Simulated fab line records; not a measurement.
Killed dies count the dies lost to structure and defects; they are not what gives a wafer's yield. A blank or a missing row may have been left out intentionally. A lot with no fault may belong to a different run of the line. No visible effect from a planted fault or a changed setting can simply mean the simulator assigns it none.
Which tool was responsible?	flow gf180mcu	14 lots with 42 wafers sampled at 4 steps, on a route of 602 steps

== WHAT THE GAUGES SHOWED, per wafer ==
GF_MVPSD_OVL_MEAS_07.
lot	measured	on	MVPSD_OVL (nm)
L607	day 5 02:55	overlay-02	2.3 1.6 2.5
L608	day 5 08:31	overlay-01	-0.3 -0.1 -1.3
L611	day 6 00:49	overlay-01	0.7 0.0 -0.2
L612	day 6 06:39	overlay-01	2.3 2.0 1.9
L613	day 6 11:31	overlay-02	-2.9 -1.0 -1.2
L614	day 6 16:38	overlay-02	-1.5 -1.0 -2.1
L615	day 6 21:25	overlay-02	0.6 1.3 1.1
L616	day 7 03:57	overlay-02	-1.4 -0.1 -1.5
L617	day 7 11:02	overlay-02	-2.0 -0.5 0.8
L618	day 7 17:48	overlay-01	-0.2 -2.2 -0.6
L619	day 7 21:19	overlay-01	1.8 1.3 -1.2
L624	day 9 15:15	overlay-02	0.2 0.1 -0.6
L627	day 10 05:22	overlay-02	-1.1 -0.3 -0.7
L630	day 10 20:12	overlay-01	0.8 -0.6 -1.2

GF_DUAL_GATE_OVL_MEAS_11.
lot	measured	on	DUAL_GATE_OVL (nm)
L607	day 8 08:42	overlay-01	-0.2 1.6 2.1
L608	day 8 15:40	overlay-01	0.2 -1.1 -3.3
L611	day 9 10:11	overlay-02	-1.2 -0.8 -2.1
L612	day 9 16:14	overlay-01	1.0 -0.4 0.4
L613	day 10 00:07	overlay-02	-0.7 0.5 -1.3
L614	day 10 07:02	overlay-01	-0.2 -0.2 1.0
L615	day 10 12:02	overlay-01	-0.7 -0.9 0.4
L616	day 10 20:47	overlay-02	0.8 -0.5 -0.5
L617	day 11 07:16	overlay-01	-0.6 -2.5 -0.1
L618	day 11 14:07	overlay-02	1.0 2.1 0.0
L619	day 11 16:34	overlay-01	1.2 0.7 -0.2
L624	day 13 18:04	overlay-01	-0.5 -2.1 -2.8
L627	day 14 10:22	overlay-02	0.3 -0.2 -1.0
L630	day 15 04:04	overlay-01	-1.0 -2.8 -0.9

GF_PSD_OVL_MEAS_08.
lot	measured	on	PSD_OVL (nm)
L607	day 14 06:01	overlay-02	-1.2 0.2 -0.2
L608	day 14 14:58	overlay-02	1.1 -1.0 -2.2
L611	day 15 18:17	overlay-02	-1.0 -1.7 -3.3
L612	day 15 22:56	overlay-02	-2.9 -1.2 -1.9
L613	day 16 08:40	overlay-01	-0.3 -1.5 -1.9
L614	day 16 18:20	overlay-01	4.6 1.3 1.1
L615	day 17 02:00	overlay-01	0.4 -0.9 -0.7
L616	day 17 08:55	overlay-02	-0.6 0.6 -0.8
L617	day 17 23:47	overlay-01	0.5 0.1 -1.2
L618	day 18 05:32	overlay-01	0.5 -1.9 -0.4
L619	day 18 08:10	overlay-02	-0.2 -0.8 0.8
L624	day 20 21:25	overlay-01	0.5 0.8 -1.1
L627	day 21 15:41	overlay-02	2.4 1.4 3.1
L630	day 22 13:08	overlay-02	1.3 1.1 0.5

== TOOL THAT RAN EACH LOT (tool first, then ch and the chambers of the sampled wafers, then the start) ==
lot	GF_STI_WET_ETCH_17
L607	wetBench-03 ch 3, day 2 02:17
L608	wetBench-03 ch 2, day 2 08:10
L611	wetBench-01 ch 3, day 2 22:53
L612	wetBench-03 ch 2, day 3 04:23
L613	wetBench-03 ch 3, day 3 08:49
L614	wetBench-01 ch 1, day 3 13:26
L615	wetBench-03 ch 0, day 3 19:44
L616	wetBench-03 ch 0, day 4 00:22
L617	wetBench-02 ch 3, day 4 06:25
L618	wetBench-02 ch 1, day 4 11:25
L619	wetBench-03 ch 2, day 4 15:40
L624	wetBench-01 ch 3, day 5 17:02
L627	wetBench-01 ch 0, day 6 09:10
L630	wetBench-03 ch 1, day 7 02:01
- GF_STI_WET_ETCH_17: etches Si3N4 in H3PO4, target depth 45 nm, time 514 s.

== WHAT THE TOOLS THEMSELVES READ (means of the sampled wafers that have a number; where no wafer has one, the mark that the record gives instead) ==
GF_STI_WET_ETCH_17.
lot	tool	runLengthS (s)
L607	wetBench-03	538
L608	wetBench-03	547
L611	wetBench-01	540
L612	wetBench-03	547
L613	wetBench-03	547
L614	wetBench-01	541
L615	wetBench-03	539
L616	wetBench-03	538
L617	wetBench-02	540
L618	wetBench-02	539
L619	wetBench-03	539
L624	wetBench-01	563
L627	wetBench-01	564
L630	wetBench-03	540

== THE ANSWER, worked out from the rows above alone ==
Rule: what is usual is taken from the lots themselves. The widest of any qualifying gaps counts: lots, ordered by their means at a reading, are off when they make up no more than a third of the lots, leave a main group of 4 or more, and stand apart from it by 3 or more times the standard deviation of that group's means. A main group whose means are all the same, to the digits that the tables above print for the reading, isn't used. Also off: a lot with no number at a reading for which 4 or more lots have one. Where the step has rows for the other lots, those lots are counted as sound. After the gauges, taken in route order, come the tools' own readings; for these a lot's mean is taken, as printed above. The first step at which some lot is off is used, and at that step the reading that is off furthest; a lot without a number counts as furthest.
Off: L624, L627 (GF_STI_WET_ETCH_17, runLengthS). For the main group the mean is 541 s and the standard deviation 3.4.
A tool fits if, at that step or a process step before it, it ran every lot that is off, and no sound lot after the first of them. One fits: wetBench-01 at GF_STI_WET_ETCH_17. A fault onset in the window from L614 (day 3 13:26, its last sound lot) to L624 (day 5 17:02, its first lot off) fits.
The tool's own readings at GF_STI_WET_ETCH_17 bear it out: on the lots that are off they differ by more than 5 times the standard deviation of the sound lots' means. runLengthS reads 564 s there against 541 s on the sound lots.

== WHAT WAS PUT IN BY THE SIMULATOR ==
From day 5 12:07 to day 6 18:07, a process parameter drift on wetBench-01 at GF_STI_WET_ETCH_17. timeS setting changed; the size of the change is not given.
Lots struck among those shown: L624, L627. This agrees with what the rule above found.
